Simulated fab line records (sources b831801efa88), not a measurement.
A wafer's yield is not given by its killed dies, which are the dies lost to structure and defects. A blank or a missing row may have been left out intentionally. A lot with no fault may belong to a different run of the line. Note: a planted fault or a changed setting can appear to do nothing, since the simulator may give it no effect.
Split-lot study    flow sky130    5 lots, 23 wafers read, on a route of 708 steps

## SPLIT DETAILS
At SKY_METAL5_SPUTTER_03 (material Ti, target thk 5 nm, time 3.3 s), the setting time-s was moved away from the recipe's 3.3 s on 6 of the 23 wafers read, by -9.3% to +10.3%. This setting was run at the recipe's value on the other wafers.

The reading comes from the split's own step.

## THE READING
Ti_of_METAL5_SPUTTER_03.thk-nm (the simulator's own value, which no gauge read), in nm, at SKY_METAL5_SPUTTER_03 (material Ti, target thk 5 nm, time 3.3 s). The file gives no usual value for it. Average 5.003 nm, standard deviation 0.086 nm, over the 17 wafers here run with the recipe.

wafer   tool, chamber at the split  time-s as run, s  against the recipe  Ti_of_METAL5_SPUTTER_03.thk-nm, nm  against lot-mates on the recipe
L078.2  pvd-sputter-02, -           3.3               recipe              5.004                               -
L078.4  pvd-sputter-02, -           3.3               recipe              4.988                               -
L078.6  pvd-sputter-02, -           3.3               recipe              5.051                               -
L079.1  pvd-sputter-04, -           3.3               recipe              4.984                               -
L079.2  pvd-sputter-04, -           3.641             +10.3%              5.507                               +0.489
L079.3  pvd-sputter-04, -           3.641             +10.3%              5.62                                +0.602
L079.5  pvd-sputter-04, -           3.3               recipe              5.019                               -
L079.6  pvd-sputter-04, -           3.3               recipe              5.052                               -
L081.1  pvd-sputter-02, -           2.992             -9.3%               4.588                               -0.460
L081.2  pvd-sputter-02, -           3.3               recipe              4.901                               -
L081.3  pvd-sputter-02, -           3.3               recipe              5.159                               -
L081.5  pvd-sputter-02, -           2.992             -9.3%               4.684                               -0.364
L081.6  pvd-sputter-02, -           3.3               recipe              5.085                               -
L082.1  pvd-sputter-04, -           3.3               recipe              4.983                               -
L082.3  pvd-sputter-04, -           3.3               recipe              4.993                               -
L082.4  pvd-sputter-04, -           3.3               recipe              4.828                               -
L082.5  pvd-sputter-04, -           3.3               recipe              5.078                               -
L082.6  pvd-sputter-04, -           3.3               recipe              4.824                               -
L084.1  pvd-sputter-02, -           3.3               recipe              4.988                               -
L084.2  pvd-sputter-02, -           3.3               recipe              5.108                               -
L084.3  pvd-sputter-02, -           3.3               recipe              5.011                               -
L084.5  pvd-sputter-02, -           3.608             +9.3%               5.412                               +0.376
L084.6  pvd-sputter-02, -           3.608             +9.3%               5.524                               +0.488

THE FIT
A straight line over all 23 wafers: Ti_of_METAL5_SPUTTER_03.thk-nm changes by +0.0477 nm for each +1% of time-s; r = +0.94; the points scatter about the line by 0.088 nm.
The same after taking each lot's own level away (the mean of its wafers on the recipe; 23 wafers): +0.0479 nm for each +1%; r = +0.95; scatter 0.076 nm.
That fit puts the effect of the largest move of time-s on the reading at 0.49 nm.
The span of the lots' own levels, 4.9412 to 5.0483 nm, comes to 1.2 times the standard deviation stated above.
The two slopes are in agreement: the lot-to-lot level therefore moves the slope only a little.
Check: +0.504 nm against its lot-mates is what the line predicts for one of the wafers moved furthest among these (+10.3%) when that wafer is left out of the fit. It came out at +0.489 nm against them.

## THE OTHER SPLITS THESE WAFERS WENT THROUGH
Other splits were also applied to these wafers ahead of the reading. Each is held against what the fit with the lots' levels taken away leaves over:
other split on the same wafers     wafers away from the commonest value  r with Ti_of_METAL5_SPUTTER_03.thk-nm (lot level and that fit taken away)
SKY_METAL4_METAL_ETCH_18 icp-w     9                                     +0.00
SKY_VIA4_HDPCVD_00 sih4-flow-sccm  8                                     -0.26

## FILE'S OWN FIT
Ti_of_METAL5_SPUTTER_03.thk-nm changes by +0.0481 nm for each +1% of time-s, r = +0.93.
